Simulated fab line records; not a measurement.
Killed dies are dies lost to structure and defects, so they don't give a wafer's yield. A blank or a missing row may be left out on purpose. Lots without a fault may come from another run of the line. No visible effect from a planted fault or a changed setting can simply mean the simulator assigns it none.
Matching of chambers :: flow gf180mcu :: GF_V2_CVD_02 on pecvd-02: 3 sister chambers
The step deposits SiO2 from TEOS, target thk 850 nm, time 94.851 s. 6 wafers are shown with their chamber, then 11 later ones without.

## WAFERS PAIRED WITH THEIR CHAMBERS
wafer: L078.6
chamber: 1
heater-power-w (W): 637

wafer: L080.2
chamber: 1
heater-power-w (W): 673

wafer: L084.2
chamber: 2
heater-power-w (W): 740

wafer: L084.5
chamber: 0
heater-power-w (W): 750

wafer: L084.6
chamber: 2
heater-power-w (W): 757

wafer: L086.1
chamber: 0
heater-power-w (W): 747

## WAFERS WITH NO CHAMBER GIVEN
wafer: L086.3
heater-power-w (W): 704

wafer: L086.4
heater-power-w (W): 759

wafer: L089.1
heater-power-w (W): 625

wafer: L089.3
heater-power-w (W): 652

wafer: L089.4
heater-power-w (W): 686

wafer: L091.2
heater-power-w (W): 584

wafer: L091.4
heater-power-w (W): 743

wafer: L091.6
heater-power-w (W): 636

wafer: L096.2
heater-power-w (W): 732

wafer: L096.3
heater-power-w (W): 565

wafer: L096.4
heater-power-w (W): 758

## EACH ONE'S CHAMBER
wafer: L086.3
from the rows above: can't be placed: 0 or 2 or 1
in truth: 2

wafer: L086.4
from the rows above: can't be placed: 0 or 2
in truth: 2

wafer: L089.1
from the rows above: 1
in truth: 1

wafer: L089.3
from the rows above: 1
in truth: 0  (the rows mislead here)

wafer: L089.4
from the rows above: can't be placed: 1 or 0 or 2
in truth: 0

wafer: L091.2
from the rows above: 1
in truth: 1

wafer: L091.4
from the rows above: can't be placed: 0 or 2
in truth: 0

wafer: L091.6
from the rows above: 1
in truth: 1

wafer: L096.2
from the rows above: can't be placed: 0 or 2
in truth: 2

wafer: L096.3
from the rows above: 1
in truth: 1

wafer: L096.4
from the rows above: can't be placed: 0 or 2
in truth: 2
4 of 11 placed correctly. Cannot be placed on the basis of these rows: 6; the candidates contain the true chamber in 6. Placed wrongly: 1.
How it was worked out, from the rows above alone: a wafer's distance from a chamber is the root of the sum, over the readings, of the square of ((its reading less the chamber's mean) divided by the reading's scatter). The wafer belongs to the nearest chamber; if the next one is less than 2 further off, it can't be placed. The mean given for a chamber averages the wafers shown for that chamber. The scatter: the root of (the sum of the squares of (reading less its chamber's mean) over the shown wafers, divided by (wafers less chambers)).
